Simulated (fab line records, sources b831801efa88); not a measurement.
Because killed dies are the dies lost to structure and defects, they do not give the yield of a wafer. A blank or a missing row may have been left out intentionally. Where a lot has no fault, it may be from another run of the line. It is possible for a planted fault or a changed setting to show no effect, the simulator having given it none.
Code-filled problem report in 8D (eight disciplines) form || flow sky130 || the parts of the form that need people (team, actions taken, sign-off) are left out

== 1. PROBLEM STATEMENT ==
Wafers without a fault read 3000.0 rpm, standard deviation 2; spin_speed_rpm at SKY_VIA4_COAT_06 reads a mean of 2550.9 rpm on 6 wafers belonging to 2 lots. That is -99 or more standard deviations from the usual mean.
The step: resist thk 1140 nm.
First seen on wafer L670.2, day 46 12:28, on litho_track-04. Wafers with a number at this step in the record: 33, from 11 lots. The rule behind "out" and "out of limits": a value lying over 4 standard deviations away from the usual mean. The other wafers with a number count as sound.

== 2. WHAT THIS IS AND IS NOT ==
{"question": "which readings at this step", "is": "spin_speed_rpm", "is not": "-"}
{"question": "which lots", "is": "L670, L672", "is not": "L655, L656, L660, L661, L663, L673, L674, L676, L678"}
{"question": "which wafers of those lots", "is": "all that have a number", "is not": "-"}
{"question": "read on which tools", "is": "litho_track-04", "is not": "litho_track-01, litho_track-03"}
{"question": "when", "is": "from day 46 12:28", "is not": "up to then (15 sound wafers); but 12 sound wafers of L673, L674, L676, L678 came after"}

== 3. THE SUSPECTS, EACH WITH WHAT RULES IT OUT ==
Counting: a tool at any process step up to the reading remains a suspect when it ran all the lots that are out and ran no sound lot after the first of those.
- litho_track-04 at SKY_VIA4_COAT_06 (resist thk 1140 nm): kept. It ran every lot that is out, first L670 (day 46 12:28), and no sound lot after that; its last sound lot up to then is L660 (day 43 18:50). Out on those wafers are its own readings of spin_speed_rpm.
Remaining after the count: litho_track-04 at SKY_VIA4_COAT_06.

== 4. THE CAUSE (what the simulator had put in) ==
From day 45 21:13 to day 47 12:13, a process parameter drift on litho_track-04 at SKY_VIA4_COAT_06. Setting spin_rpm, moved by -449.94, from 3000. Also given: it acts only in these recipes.
This tool alone remained once counting was done.

== 5. THE CHAIN OF EFFECTS, in route order ==
Each row: a reading whose mean over the struck wafers that have a number lies more than 3 standard deviations from the usual. Scope: only readings with a usual standard deviation given in the record; hours: median across lots of the time from each lot's start at the first step in this table that gives one to its start at this step; sigmas: change in usual standard deviations.
{"hours": 0, "step": "SKY_VIA4_COAT_06", "reading": "spin_speed_rpm", "usual": "3000.0 rpm", "on struck wafers": 2550.9, "change": -449.1, "sigmas": "-99 or more"}
{"hours": 10, "step": "SKY_VIA4_STRIP_13", "reading": "strip_time_to_endpoint_s", "usual": "12.81 s", "on struck wafers": 13.92, "change": "+1.11", "sigmas": "+34"}
The process steps in it:
- SKY_VIA4_COAT_06: resist thk 1140 nm.
- SKY_VIA4_STRIP_13: strips in O2/N2.
At these later measuring or inspecting steps, every struck wafer for which the step has a row has a number for every such reading, and none has moved that far: SKY_METAL5_RS_MEAS_05.

== 6. HOW IT WOULD HAVE BEEN CAUGHT EARLIER ==
In this record no reading fell out of limits until day 46 12:28, 15 hours after the fault had begun at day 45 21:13.
